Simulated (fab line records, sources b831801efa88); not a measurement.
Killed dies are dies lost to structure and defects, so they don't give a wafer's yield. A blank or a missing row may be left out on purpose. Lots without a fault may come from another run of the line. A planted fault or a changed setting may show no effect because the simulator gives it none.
One fault seen from 2 desks | flow sky130 | each desk has only its own numbers; what lay behind them comes last

THE METROLOGY DESK
What the gauges read, lot by lot, whatever tool the lot ran on: means of the sampled wafers that have a number. A lot is out of limits, marked OUT, if its mean lies more than 4 standard deviations from the usual mean; the brackets give that distance.
Columns: A = cd_nm at SKY_METAL2_CD_MEAS_15, usual 140.2 nm; B = VIA2_BOW at SKY_VIA2_BOW_MEAS_03, usual 86 um
lot  | first seen here | A     | B
L322 | day 34 18:08    | 141.2 | 85
L324 | day 36 08:24    | 138.5 | 93
L326 | day 37 00:19    | 139.3 | 86
L328 | day 37 10:15    | 141.7 | 91
L330 | day 37 19:10    | 139.2 | 91
L331 | day 38 02:08    | 141.6 | 88
L332 | day 38 03:25    | 142.7 | 83
L333 | day 38 17:58    | 140.1 | 81
L334 | day 38 18:41    | 140.5 | 82
L337 | day 39 06:58    | 137.9 | 81
L339 | day 39 11:09    | 139.3 | 86
L344 | day 41 11:23    | 138.1 | 83
This desk's finding: nothing out of limits on any of the 12 lots.

THE TOOL OWNER'S DESK: cmp-02
The tool's own readings at SKY_VIA3_CMP_24 (polishes, stops on SiO2, t overpolish 20 s, target thk 0 nm): means of the sampled wafers that have a number, for each lot that ran on this tool. A lot is out of limits, marked OUT, if its mean lies more than 4 standard deviations from the usual mean; the brackets give that distance.
Columns: A = head_pressure_psi at SKY_VIA3_CMP_24, usual 3.501 psi; B = motor_current_A at SKY_VIA3_CMP_24, usual 10.6 A; C = overpolish_run_s at SKY_VIA3_CMP_24, usual 20.000 s; D = time_to_endpoint_s at SKY_VIA3_CMP_24, usual 95 s
lot  | first seen here | A     | B    | C                        | D
L322 | day 39 07:56    | 3.501 | 9.2  | 19.993                   | 92
L324 | day 40 16:26    | 3.499 | 10.2 | 19.999                   | 98
L326 | day 41 10:35    | 3.503 | 8.7  | 19.999                   | 95
L328 | day 41 17:28    | 3.498 | 9.4  | 19.998                   | 94
L330 | day 42 03:45    | 3.501 | 10.1 | 20.003                   | 97
L333 | day 42 21:01    | 3.501 | 10.4 | 20.005                   | 96
L339 | day 43 17:41    | 3.504 | 10.2 | 13.354 (-99 or more) OUT | 115
This desk's finding: out of limits on L339; first on L339, day 43 17:41 (overpolish_run_s at SKY_VIA3_CMP_24). In limits: L322, L324, L326, L328, L330, L333.

PUT TOGETHER
The tool owner's desk could have raised an alarm at day 43 17:41, on L339.
The metrology desk saw nothing out of limits.
The metrology desk has L339 on record, within its limits.
Of the lots named, all ran SKY_VIA3_CMP_24 on cmp-02.

WHAT THE SIMULATOR HAD PUT IN
Process parameter drift: cmp-02, from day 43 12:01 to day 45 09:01, at SKY_VIA3_CMP_24. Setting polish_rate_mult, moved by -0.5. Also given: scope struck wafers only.
Lots struck among those shown: L339.
Hours from the fault's start to each desk's first reading out of limits: the tool owner's desk, 6.
